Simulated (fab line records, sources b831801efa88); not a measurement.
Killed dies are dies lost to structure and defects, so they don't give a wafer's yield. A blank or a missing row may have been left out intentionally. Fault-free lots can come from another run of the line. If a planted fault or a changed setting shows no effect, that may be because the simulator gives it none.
One fault seen from 2 desks	flow sky130	numbers are kept per desk, each desk with only its own; the story behind them comes last

== THE METROLOGY DESK ==
What the gauges read, lot by lot, whatever tool the lot ran on: means of the sampled wafers that have a number. Marked OUT: a lot whose mean sits more than 4 standard deviations from the usual mean, which makes it out of limits; the brackets give that distance.
Columns: A = LDD_P_OVL at SKY_LDD_P_OVL_MEAS_08, usual 0.7 nm; B = SD_P_TW at SKY_SD_P_TW_MEAS_11, usual 2788; C = SD_N_OVL at SKY_SD_N_OVL_MEAS_08, usual -0.4 nm; D = SD_P_RS at SKY_SD_N_RS_MEAS_17, usual 147.0 ohm/sq; E = LI_CONTACT_HDPCVD_THK at SKY_LI_CONTACT_THK_MEAS_01, usual 927 nm
lot	first seen here	A	B	C	D	E
L351	day 18 12:14	1.0	2798	0.7	147.5	916
L353	day 19 19:35	0.4	2814	-1.1	147.2	915
L354	day 19 23:16	1.6	2793	1.3	147.2	917
L355	day 20 10:13	1.1	2766	1.5	147.0	937
L358	day 22 00:02	-1.3	2785	0.3	146.4	948
L364	day 24 02:46	0.9	2788	0.4	147.5	910
L363	day 24 04:09	-0.4	2777	-2.5	146.9	919
L365	day 24 06:15	2.2	2793	-1.7	146.8	926
L369	day 25 21:57	-0.7	2792	-0.9	147.0	938
L370	day 25 22:44	0.1	2680 (-7.7) OUT	0.6	150.5 (+10) OUT	929
L373	day 26 23:03	1.2	2667 (-8.7) OUT	0.7	150.7 (+10) OUT	913
Per this desk, out of limits: L370, L373; the first was L370, day 31 19:17 (SD_P_TW at SKY_SD_P_TW_MEAS_11). Within limits: L351, L353, L354, L355, L358, L364, L363, L365, L369.

== THE TOOL OWNER'S DESK: implanter-04 ==
For each lot that ran on this tool, the mean over its sampled wafers that have a number, from the tool's own readings at SKY_SD_P_IMPLANT_09. Marked OUT: a lot whose mean sits more than 4 standard deviations from the usual mean, which makes it out of limits; the brackets give that distance.
Columns: A = beam energy keV at SKY_SD_P_IMPLANT_09, usual 20.002; B = dose ions cm2 at SKY_SD_P_IMPLANT_09, usual 3e+15
lot	first seen here	A	B
L351	day 24 21:56	19.999	3e+15
L354	day 26 07:48	20.006	3e+15
L358	day 28 00:34	20.011	3e+15
L364	day 29 22:21	20.004	3e+15
L363	day 30 01:04	19.989	3e+15
L370	day 31 19:02	19.999	2e+15 (-99 or more) OUT
L373	day 32 17:32	20.005	2e+15 (-99 or more) OUT
This desk's verdict: out of limits on L370, L373, starting with L370 at day 31 19:02 (dose ions cm2 at SKY_SD_P_IMPLANT_09). Within limits: L351, L354, L358, L364, L363.

== BROUGHT TOGETHER ==
An alarm could have come from the tool owner's desk at day 31 19:02, on L370, L373.
Metrology desk: alarm possible at day 31 19:17 on L370, L373.
Every lot named ran SKY_SD_P_IMPLANT_09 on implanter-04.

== WHAT HAD BEEN PUT IN BY THE SIMULATOR ==
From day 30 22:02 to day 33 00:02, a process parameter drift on implanter-04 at SKY_SD_P_IMPLANT_09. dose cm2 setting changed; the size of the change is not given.
Shown lots that were struck: L370, L373.
Hours from the fault's start to each desk's first reading out of limits: the tool owner's desk, 21; the metrology desk, 21.
